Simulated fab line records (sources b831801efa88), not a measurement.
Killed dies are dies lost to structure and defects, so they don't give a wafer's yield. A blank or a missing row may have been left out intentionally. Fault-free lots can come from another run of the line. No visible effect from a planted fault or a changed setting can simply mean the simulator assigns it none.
One fault seen from 2 desks :: flow sky130 :: what lay behind the numbers comes last; until then each desk has only its own

## AT THE METROLOGY DESK
Means of the sampled wafers that have a number, per lot and without regard to the tool the lot ran on: this is what the gauges read. The brackets show how far a lot's mean lies from the usual mean; more than 4 standard deviations puts the lot out of limits, marked OUT.
Columns: A = POLY_GATE_OXIDATION_THK at SKY_POLY_GATE_THK_MEAS_21, usual 3.98 nm; B = LDD_LDN_TW at SKY_LDD_LDN_TW_MEAS_13, usual 1471; C = SPACER_CVD_00_THK at SKY_SPACER_THK_MEAS_01, usual 43.0 nm
lot: L852
first seen here: day 17 07:40
A: 4.01
B: 1459
C: 43.8

lot: L854
first seen here: day 18 08:36
A: 3.96
B: 1453
C: 42.7

lot: L856
first seen here: day 19 01:04
A: 4.04
B: 1458
C: 43.2

lot: L857
first seen here: day 19 12:53
A: 3.97
B: 1459
C: 43.2

lot: L859
first seen here: day 20 04:39
A: 3.99
B: 1472
C: 43.1

lot: L861
first seen here: day 20 23:35
A: 3.85
B: 1478
C: 42.4

lot: L863
first seen here: day 21 15:07
A: 3.99
B: 1489
C: 43.1

lot: L864
first seen here: day 21 21:41
A: 4.14
B: 1412
C: 42.4

lot: L865
first seen here: day 22 09:34
A: 3.84
B: 1413
C: 42.8

lot: L866
first seen here: day 22 21:16
A: 3.91
B: 1457
C: 42.5

lot: L871
first seen here: day 24 12:10
A: 3.96
B: 1458
C: 43.1

lot: L872
first seen here: day 24 19:02
A: 4.06
B: 1460
C: 43.3
Result from this desk: across the 12 lots, nothing is out of limits.

## TOOL OWNER'S DESK, implanter-01
For each lot that ran on this tool, the mean over its sampled wafers that have a number, from the tool's own readings at SKY_LDD_LDN_IMPLANT_11. The brackets show how far a lot's mean lies from the usual mean; more than 4 standard deviations puts the lot out of limits, marked OUT.
Columns: A = dose ions cm2 at SKY_LDD_LDN_IMPLANT_11, usual 1.25e+13; B = faraday current uA at SKY_LDD_LDN_IMPLANT_11, usual 70.4
lot: L852
first seen here: day 23 19:29
A: 1.25e+13
B: 69.3

lot: L854
first seen here: day 24 17:48
A: 1.25e+13
B: 70.2

lot: L856
first seen here: day 25 10:34
A: 1.25e+13
B: 71.0

lot: L861
first seen here: day 27 05:23
A: 1.25e+13
B: 70.2

lot: L863
first seen here: day 27 20:30
A: 1.25e+13
B: 70.4

lot: L864
first seen here: day 28 01:58
A: 6.59e+12 (-99 or more) OUT
B: 37.0 (-26) OUT

lot: L865
first seen here: day 28 14:13
A: 6.61e+12 (-99 or more) OUT
B: 37.9 (-25) OUT
This desk's finding: out of limits on L864, L865; first on L864, day 28 01:58 (dose ions cm2 at SKY_LDD_LDN_IMPLANT_11). In limits: L852, L854, L856, L861, L863.

## PUT TOGETHER
An alarm could have come from the tool owner's desk at day 28 01:58, on L864, L865.
Nothing out of limits was seen by the metrology desk.
The metrology desk has L864, L865 on record, within its limits.
Of the lots named, all ran SKY_LDD_LDN_IMPLANT_11 on implanter-01.

## WHAT WAS PUT IN BY THE SIMULATOR
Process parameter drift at SKY_LDD_LDN_IMPLANT_11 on implanter-01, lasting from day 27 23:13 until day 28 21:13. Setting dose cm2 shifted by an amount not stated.
Struck lots among those shown: L864, L865.
Delay in hours, fault start to first out-of-limits reading, by desk: the tool owner's desk at 3.
